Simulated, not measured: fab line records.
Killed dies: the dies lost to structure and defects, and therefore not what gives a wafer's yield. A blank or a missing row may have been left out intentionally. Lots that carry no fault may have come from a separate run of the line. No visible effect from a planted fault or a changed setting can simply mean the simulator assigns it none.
Split-lot study || flow sky130 || 23 wafers read from 5 lots, route of 708 steps

THE SPLIT ITSELF
At SKY_METAL5_EXPOSE_11 (exposes mask MM5, target cd 1600 nm), the setting doseMj was moved away from the recipe's 190 on 9 of the 23 wafers read, by -5.1% to +4.6%. The other wafers ran this setting at the recipe's value.

THE PATH FROM SPLIT TO READING: the file shows 1 step between them
- SKY_METAL5_PEB_12

THE READING
METAL5.cdNm (the simulator's own value, which no gauge read), in nm, at SKY_METAL5_DEVELOP_13 (develop time 60 s). The file does not state a usual value for it. The 14 wafers here that ran the recipe average 1599 nm, standard deviation 2.3 nm.

{"wafer": "L076.1", "tool, chamber at the split": "ilineStepper-02, 0", "doseMj as run": 190, "against the recipe": "recipe", "METAL5.cdNm, nm": 1596, "against lot-mates on the recipe": "-"}
{"wafer": "L076.5", "tool, chamber at the split": "ilineStepper-02, 0", "doseMj as run": 190, "against the recipe": "recipe", "METAL5.cdNm, nm": 1596, "against lot-mates on the recipe": "-"}
{"wafer": "L076.2", "tool, chamber at the split": "ilineStepper-02, 0", "doseMj as run": 186.4, "against the recipe": "-1.9%", "METAL5.cdNm, nm": 1603, "against lot-mates on the recipe": "+6"}
{"wafer": "L076.3", "tool, chamber at the split": "ilineStepper-02, 0", "doseMj as run": 190, "against the recipe": "recipe", "METAL5.cdNm, nm": 1598, "against lot-mates on the recipe": "-"}
{"wafer": "L076.6", "tool, chamber at the split": "ilineStepper-02, 0", "doseMj as run": 186.4, "against the recipe": "-1.9%", "METAL5.cdNm, nm": 1602, "against lot-mates on the recipe": "+5"}
{"wafer": "L080.1", "tool, chamber at the split": "ilineStepper-01, 0", "doseMj as run": 194.6, "against the recipe": "+2.4%", "METAL5.cdNm, nm": 1591, "against lot-mates on the recipe": -7}
{"wafer": "L080.4", "tool, chamber at the split": "ilineStepper-01, 0", "doseMj as run": 194.6, "against the recipe": "+2.4%", "METAL5.cdNm, nm": 1591, "against lot-mates on the recipe": -7}
{"wafer": "L080.3", "tool, chamber at the split": "ilineStepper-01, 0", "doseMj as run": 190, "against the recipe": "recipe", "METAL5.cdNm, nm": 1599, "against lot-mates on the recipe": "-"}
{"wafer": "L080.6", "tool, chamber at the split": "ilineStepper-01, 0", "doseMj as run": 190, "against the recipe": "recipe", "METAL5.cdNm, nm": 1599, "against lot-mates on the recipe": "-"}
{"wafer": "L080.5", "tool, chamber at the split": "ilineStepper-01, 0", "doseMj as run": 190, "against the recipe": "recipe", "METAL5.cdNm, nm": 1597, "against lot-mates on the recipe": "-"}
{"wafer": "L082.1", "tool, chamber at the split": "ilineStepper-02, 0", "doseMj as run": 190, "against the recipe": "recipe", "METAL5.cdNm, nm": 1599, "against lot-mates on the recipe": "-"}
{"wafer": "L082.2", "tool, chamber at the split": "ilineStepper-02, 0", "doseMj as run": 190, "against the recipe": "recipe", "METAL5.cdNm, nm": 1598, "against lot-mates on the recipe": "-"}
{"wafer": "L082.3", "tool, chamber at the split": "ilineStepper-02, 0", "doseMj as run": 180.3, "against the recipe": "-5.1%", "METAL5.cdNm, nm": 1613, "against lot-mates on the recipe": "+14"}
{"wafer": "L082.5", "tool, chamber at the split": "ilineStepper-02, 0", "doseMj as run": 190, "against the recipe": "recipe", "METAL5.cdNm, nm": 1601, "against lot-mates on the recipe": "-"}
{"wafer": "L082.6", "tool, chamber at the split": "ilineStepper-02, 0", "doseMj as run": 180.3, "against the recipe": "-5.1%", "METAL5.cdNm, nm": 1612, "against lot-mates on the recipe": "+13"}
{"wafer": "L083.4", "tool, chamber at the split": "ilineStepper-01, 0", "doseMj as run": 190, "against the recipe": "recipe", "METAL5.cdNm, nm": 1599, "against lot-mates on the recipe": "-"}
{"wafer": "L083.6", "tool, chamber at the split": "ilineStepper-01, 0", "doseMj as run": 190, "against the recipe": "recipe", "METAL5.cdNm, nm": 1599, "against lot-mates on the recipe": "-"}
{"wafer": "L083.5", "tool, chamber at the split": "ilineStepper-01, 0", "doseMj as run": 190, "against the recipe": "recipe", "METAL5.cdNm, nm": 1598, "against lot-mates on the recipe": "-"}
{"wafer": "L085.2", "tool, chamber at the split": "ilineStepper-02, 0", "doseMj as run": 198.8, "against the recipe": "+4.6%", "METAL5.cdNm, nm": 1591, "against lot-mates on the recipe": -12}
{"wafer": "L085.3", "tool, chamber at the split": "ilineStepper-02, 0", "doseMj as run": 198.8, "against the recipe": "+4.6%", "METAL5.cdNm, nm": 1591, "against lot-mates on the recipe": -12}
{"wafer": "L085.4", "tool, chamber at the split": "ilineStepper-02, 0", "doseMj as run": 190, "against the recipe": "recipe", "METAL5.cdNm, nm": 1602, "against lot-mates on the recipe": "-"}
{"wafer": "L085.5", "tool, chamber at the split": "ilineStepper-02, 0", "doseMj as run": 198.8, "against the recipe": "+4.6%", "METAL5.cdNm, nm": 1588, "against lot-mates on the recipe": -16}
{"wafer": "L085.6", "tool, chamber at the split": "ilineStepper-02, 0", "doseMj as run": 190, "against the recipe": "recipe", "METAL5.cdNm, nm": 1605, "against lot-mates on the recipe": "-"}

THE FIT
A straight line over all 23 wafers: METAL5.cdNm changes by -2.33 nm for each +1% of doseMj; r = -0.93; the points scatter about the line by 2.3 nm.
The same after taking each lot's own level away (the mean of its wafers on the recipe; 23 wafers): -2.8 nm for each +1%; r = -0.99; scatter 1.1 nm.
The reading moves by 14 nm for the largest change in doseMj, on that fit.
The span of the lots' own levels, 1596.7 to 1603.5 nm, comes to 3.0 times the standard deviation stated above.
In other words, the slope is changed by the lot-to-lot level; the two fits disagree.
Check: for one of the wafers moved furthest among these (-5.1%), held out of the fit, the line's prediction against its lot-mates is +14.3 nm. Against them it came out at +13.7 nm.

OTHER SPLITS ON THESE WAFERS
Note: prior to the reading, these wafers also went through further splits. Each is held against what the fit with the lots' levels taken away leaves over:
{"other split on the same wafers": "SKY_CAP2M_SPUTTER_02 powerW", "wafers away from the commonest value": 11, "r with METAL5.cdNm (lot level and that fit taken away)": "+0.45"}
{"other split on the same wafers": "SKY_METAL4_METAL_ETCH_18 icpW", "wafers away from the commonest value": 8, "r with METAL5.cdNm (lot level and that fit taken away)": "+0.33"}
{"other split on the same wafers": "SKY_VIA4_SOFTBAKE_07 tempC", "wafers away from the commonest value": 10, "r with METAL5.cdNm (lot level and that fit taken away)": "+0.01"}
{"other split on the same wafers": "SKY_VIA4_SPUTTER_17 timeS", "wafers away from the commonest value": 6, "r with METAL5.cdNm (lot level and that fit taken away)": -0.06}

THE FILE'S OWN FIT
METAL5.cdNm changes by -2.8 nm for each +1% of doseMj, r = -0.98.
